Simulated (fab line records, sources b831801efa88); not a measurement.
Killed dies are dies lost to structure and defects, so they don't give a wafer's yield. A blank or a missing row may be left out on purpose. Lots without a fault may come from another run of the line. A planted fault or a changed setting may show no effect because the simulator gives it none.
Which tool did it? | flow sky130 | 14 lots, 42 wafers sampled, at 2 steps of a route of 708

WHAT THE GAUGES READ, wafer by wafer
The record holds no reading of a measuring or inspecting step that can be judged against a usual standard deviation.

WHICH TOOL RAN EACH LOT (tool, then ch and the chambers of the sampled wafers, then the start)
lot  | SKY_RES_XHIGH_COAT_02             | SKY_PAD_OPEN_PROBE_99
L842 | litho_track-02 ch 0, day 26 02:07 | -
L843 | litho_track-02 ch 0, day 26 14:16 | -
L844 | litho_track-03 ch 0, day 26 22:20 | -
L845 | litho_track-02 ch 0, day 27 12:28 | -
L848 | litho_track-02 ch 0, day 28 07:13 | -
L847 | litho_track-04 ch 0, day 28 08:32 | -
L849 | litho_track-03 ch 0, day 28 18:03 | -
L851 | litho_track-02 ch 0, day 29 09:40 | -
L856 | litho_track-03, day 30 23:48      | prober-02, day 49 08:16
L857 | litho_track-04, day 31 21:32      | prober-01, day 49 19:52
L862 | litho_track-04 ch 0, day 33 01:56 | prober-02, day 50 12:49
L863 | litho_track-02 ch 0, day 33 08:59 | prober-01, day 50 17:58
L864 | litho_track-04 ch 0, day 33 13:34 | -
L865 | litho_track-04 ch 0, day 33 19:43 | -
- SKY_RES_XHIGH_COAT_02: resist thk 1140 nm.
- SKY_PAD_OPEN_PROBE_99

WHAT THE TOOLS THEMSELVES READ (means of the sampled wafers that have a number; where no wafer has one, the mark that the record gives instead)
SKY_RES_XHIGH_COAT_02.
lot  | tool           | chill_plate_temp_C (C) | dispense_pressure_kPa (kPa)
L842 | litho_track-02 | 23.00                  | 49.5
L843 | litho_track-02 | 23.15                  | 49.5
L844 | litho_track-03 | 23.06                  | 51.0
L845 | litho_track-02 | 22.94                  | 49.5
L848 | litho_track-02 | 22.92                  | 49.5
L847 | litho_track-04 | 22.94                  | 48.0
L849 | litho_track-03 | 23.08                  | 51.0
L851 | litho_track-02 | 23.09                  | 49.5
L856 | litho_track-03 | -                      | -
L857 | litho_track-04 | -                      | -
L862 | litho_track-04 | 23.03                  | 47.9
L863 | litho_track-02 | 22.99                  | 49.5
L864 | litho_track-04 | 23.07                  | 48.0
L865 | litho_track-04 | 23.01                  | 47.9

SKY_PAD_OPEN_PROBE_99.
lot  | tool      | killed_at_M0_to_M3 | killed_at_M4_up | killed_at_contacts | killed_at_front_end | killed_at_other | killed_dies | killed_on_rim | killed_open | killed_short
L856 | prober-02 | 40                 | 2.7             | 32                 | 15                  | 402.3           | 492         | 96            | 51          | 38
L857 | prober-01 | 44                 | 3.0             | 25                 | 20                  | 400.0           | 492         | 96            | 53          | 41
L862 | prober-02 | 43                 | 2.3             | 18                 | 18                  | 0.3             | 82          | 18            | 44          | 38
L863 | prober-01 | 41                 | 1.7             | 23                 | 15                  | 0.3             | 81          | 17            | 42          | 39

THE ANSWER, worked out from the rows above alone
Rule: what is usual is taken from the lots themselves. Put in order of their means at a reading, lots are off if they are a third of the lots or fewer, leave a main group of 4 or more, and stand apart from it by a gap of 3 or more times the standard deviation of the main group's means; of several such gaps the widest counts. A main group whose means are all the same, to the digits that the tables above print for the reading, isn't used. A lot without any number at a reading at which 4 lots or more have one is off too. The other lots that the step has rows for count as sound. The gauges are gone through in route order, then the tools' own readings, and for those a lot's mean is taken as printed above. The first step at which some lot is off is used, and at that step the reading that is off furthest; a lot without a number counts as furthest.
Off: L856, L857, at SKY_RES_XHIGH_COAT_02 (chill_plate_temp_C). Without a number there: L856, L857. The main group: mean 23.02 C, standard deviation 0.067.
A tool fits if, at that step or a process step before it, it ran every lot that is off, and no sound lot after the first of them. None of those tried fits.

WHAT THE SIMULATOR HAD PUT IN
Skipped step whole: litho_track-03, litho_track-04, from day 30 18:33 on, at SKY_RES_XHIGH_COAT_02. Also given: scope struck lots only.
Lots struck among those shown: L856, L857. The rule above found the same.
